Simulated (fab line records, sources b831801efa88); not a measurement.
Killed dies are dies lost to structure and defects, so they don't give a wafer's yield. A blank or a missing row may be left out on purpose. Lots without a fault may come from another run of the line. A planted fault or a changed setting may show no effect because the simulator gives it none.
Chamber matching | flow gf180mcu | GF_V1_ETCH_16 on rie_diel-01: 4 sister chambers
The step etches BARC in N2/H2. 14 wafers are shown with their chamber, then 7 later ones without.

WAFERS WITH THEIR CHAMBER
wafer  | chamber | drypump_motor_current_A (A) | oes_product_au (a.u.) | throttle_valve_pct (%)
L992.1 | 2       | 5.8                         | 0.852                 | 13.208
L992.3 | 3       | 5.8                         | 0.857                 | 13.239
L992.6 | 3       | 5.7                         | 0.854                 | 13.216
L993.2 | 1       | 5.9                         | 0.851                 | 13.225
L993.3 | 2       | 5.8                         | 0.847                 | 13.222
L993.4 | 3       | 5.8                         | 0.854                 | 13.233
L994.1 | 3       | 5.7                         | 0.851                 | 13.229
L994.3 | 2       | 5.8                         | 0.857                 | 13.233
L994.5 | 2       | 5.8                         | 0.852                 | 13.237
L996.3 | 3       | 5.8                         | 0.851                 | 13.221
L996.4 | 0       | 6.6                         | 0.859                 | 13.219
L996.5 | 3       | 5.7                         | 0.857                 | 13.235
L997.1 | 2       | 5.8                         | 0.854                 | 13.246
L997.2 | 3       | 5.7                         | 0.851                 | 13.228

SIGNATURES (means of the wafers above)
reading                 | chamber 0 | chamber 1 | chamber 2 | chamber 3 | scatter within a chamber
drypump_motor_current_A | 6.600     | 5.900     | 5.800     | 5.743     | 0.0414
oes_product_au          | 0.85900   | 0.85100   | 0.85240   | 0.85357   | 0.00311
throttle_valve_pct      | 13.21900  | 13.22500  | 13.22920  | 13.22871  | 0.0112
Rule: a wafer's distance from a chamber is the root of the sum, over the readings, of the square of ((its reading less the chamber's mean) divided by the reading's scatter). The wafer belongs to the nearest chamber; if the next one is less than 2 further off, it can't be placed. The scatter: the root of (the sum of the squares of (reading less its chamber's mean) over the shown wafers, divided by (wafers less chambers)).

WAFERS WITHOUT THEIR CHAMBER
wafer  | drypump_motor_current_A (A) | oes_product_au (a.u.) | throttle_valve_pct (%)
L997.4 | 6.6                         | 0.853                 | 13.220
L105.1 | 5.8                         | 0.856                 | 13.227
L105.2 | 5.8                         | 0.854                 | 13.225
L105.3 | 5.8                         | 0.855                 | 13.251
L106.3 | 6.6                         | 0.855                 | 13.207
L106.4 | 5.8                         | 0.859                 | 13.219
L106.5 | 5.8                         | 0.850                 | 13.241

WHICH CHAMBER EACH WENT THROUGH
wafer  | from the rows above          | in truth
L997.4 | 0                            | 0
L105.1 | can't be placed: 2 or 3 or 1 | 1
L105.2 | can't be placed: 2 or 3 or 1 | 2
L105.3 | can't be placed: 2 or 3 or 1 | 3
L106.3 | 0                            | 0
L106.4 | can't be placed: 2 or 3 or 1 | 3
L106.5 | can't be placed: 2 or 3 or 1 | 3
Placed correctly: 2 of 7. Can't be placed from these rows: 5 (the true chamber is among the candidates in 5). Placed wrongly: 0.
